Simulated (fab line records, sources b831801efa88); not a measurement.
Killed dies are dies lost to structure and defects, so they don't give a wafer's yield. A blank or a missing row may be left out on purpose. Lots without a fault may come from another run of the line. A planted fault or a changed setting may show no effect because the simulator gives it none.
Chamber matching | flow sky130 | SKY_CAP2M_CVD_00 on pecvd-03: 3 sister chambers
The step deposits SiO2, target thk 15.5 nm. 6 wafers are shown with their chamber, then 9 later ones without.

WAFERS WITH THEIR CHAMBER
wafer  | chamber | heater_power_w (W)
L089.4 | 2       | 626
L089.5 | 0       | 568
L089.6 | 1       | 733
L091.4 | 2       | 690
L091.5 | 0       | 505
L091.6 | 1       | 729

WAFERS WITHOUT THEIR CHAMBER
wafer  | heater_power_w (W)
L094.1 | 706
L094.4 | 492
L094.6 | 567
L095.1 | 642
L095.4 | 772
L095.6 | 649
L097.1 | 667
L097.3 | 558
L097.5 | 552

WHICH CHAMBER EACH WENT THROUGH
wafer  | from the rows above     | in truth
L094.1 | can't be placed: 1 or 2 | 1
L094.4 | 0                       | 0
L094.6 | can't be placed: 0 or 2 | 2
L095.1 | can't be placed: 2 or 1 | 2
L095.4 | can't be placed: 1 or 2 | 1
L095.6 | can't be placed: 2 or 1 | 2
L097.1 | can't be placed: 2 or 1 | 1
L097.3 | 0                       | 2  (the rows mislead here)
L097.5 | 0                       | 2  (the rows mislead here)
Placed correctly: 1 of 9. Can't be placed from these rows: 6 (the true chamber is among the candidates in 6). Placed wrongly: 2.
How it was worked out, from the rows above alone: a wafer's distance from a chamber is the root of the sum, over the readings, of the square of ((its reading less the chamber's mean) divided by the reading's scatter). The wafer belongs to the nearest chamber; if the next one is less than 2 further off, it can't be placed. A chamber's mean is the mean of its shown wafers. The scatter: the root of (the sum of the squares of (reading less its chamber's mean) over the shown wafers, divided by (wafers less chambers)).
